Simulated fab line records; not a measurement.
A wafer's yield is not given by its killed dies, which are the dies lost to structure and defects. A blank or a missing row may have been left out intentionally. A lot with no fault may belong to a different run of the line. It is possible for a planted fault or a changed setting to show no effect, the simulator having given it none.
Which of the tools did it?    flow sky130    Sampling: 11 lots, 33 wafers, 3 of 708 route steps

WHAT EACH GAUGE READ, for each wafer
SKY_PASSIVATION_THK_MEAS_01.
lot   measured      on             PASSIVATION_CVD_00_THK (nm)
L297  day 43 15:22  film_metro-01  88.1 89.6 89.4
L299  day 44 04:31  film_metro-03  88.0 88.2 88.5
L303  day 45 12:49  film_metro-01  90.1 88.9 91.0
L305  day 46 03:00  film_metro-01  89.7 91.7 90.7
L308  day 46 15:38  film_metro-01  91.4 91.0 90.9
L307  day 46 17:18  film_metro-04  89.8 91.6 91.9
L312  day 47 19:47  film_metro-01  89.3 90.8 91.2
L313  day 47 21:10  film_metro-04  90.1 89.4 89.8
L314  day 48 00:41  film_metro-04  90.0 90.0 92.1
L316  day 48 17:10  film_metro-01  90.1 91.7 90.9
L319  day 49 02:44  film_metro-04  89.4 90.1 90.1

SKY_PASSIVATION_THK_MEAS_03.
lot   measured      on             PASSIVATION_CVD_02_THK (nm)
L297  day 43 15:38  film_metro-04  544 546 548
L299  day 44 04:51  film_metro-03  537 535 547
L303  day 45 13:13  film_metro-03  533 533 540
L305  day 46 03:17  film_metro-01  542 543 537
L308  day 46 15:56  film_metro-04  533 551 545
L307  day 46 17:35  film_metro-01  533 539 540
L312  day 47 20:05  film_metro-01  537 534 539
L313  day 47 21:27  film_metro-03  543 550 551
L314  day 48 00:58  film_metro-01  537 547 542
L316  day 48 17:28  film_metro-03  539 547 544
L319  day 49 03:01  film_metro-01  537 550 550

EACH LOT AND THE TOOL THAT RAN IT (in order: tool; ch and the chambers of the sampled wafers; start)
lot   SKY_METAL5_DESCUM_14
L297  rie_metal-01 ch 0,1, day 43 14:28
L299  rie_metal-01 ch 0,1, day 44 03:37
L303  rie_metal-02 ch 0,1, day 45 11:56
L305  rie_metal-03 ch 0,1, day 46 02:07
L308  rie_metal-02 ch 0,1, day 46 14:44
L307  rie_metal-02 ch 0,1, day 46 16:22
L312  rie_metal-01 ch 0,1, day 47 18:51
L313  rie_metal-03 ch 0, day 47 19:58
L314  rie_metal-02 ch 0,1, day 47 23:44
L316  rie_metal-02 ch 1, day 48 16:17
L319  rie_metal-02 ch 0,1, day 49 01:50
- SKY_METAL5_DESCUM_14: chemistry O2, time 11 s.

AS READ BY THE TOOLS THEMSELVES (means over the sampled wafers that have a number; for cases with no such wafer, the mark the record gives instead)
SKY_METAL5_DESCUM_14.
lot   tool          drypump_motor_current_A (A)  oes_product_au (a.u.)
L297  rie_metal-01  5.40                         1.007
L299  rie_metal-01  5.42                         1.013
L303  rie_metal-02  5.77                         1.012
L305  rie_metal-03  5.31                         1.015
L308  rie_metal-02  5.83                         1.006
L307  rie_metal-02  5.85                         1.001
L312  rie_metal-01  5.39                         1.007
L313  rie_metal-03  5.63                         1.007
L314  rie_metal-02  5.76                         0.999
L316  rie_metal-02  5.92                         1.009
L319  rie_metal-02  5.83                         0.998

THE ANSWER, worked out from the rows above alone
Rule: usual is defined by the lots themselves. Put in order of their means at a reading, lots are off if they are a third of the lots or fewer, leave a main group of 4 or more, and stand apart from it by a gap of 3 or more times the standard deviation of the main group's means; of several such gaps the widest counts. If all means in a main group match to the digits the tables above print for the reading, that group is not used. Also off: a lot with no number at a reading for which 4 or more lots have one. All remaining lots with rows at the step are treated as sound. After the gauges, taken in route order, come the tools' own readings; for these a lot's mean is taken, as printed above. The first step at which some lot is off is used, and at that step the reading that is off furthest; a lot without a number counts as furthest.
No lot is off at any reading shown: from this, nothing can be told.

WHAT HAD BEEN PUT IN BY THE SIMULATOR
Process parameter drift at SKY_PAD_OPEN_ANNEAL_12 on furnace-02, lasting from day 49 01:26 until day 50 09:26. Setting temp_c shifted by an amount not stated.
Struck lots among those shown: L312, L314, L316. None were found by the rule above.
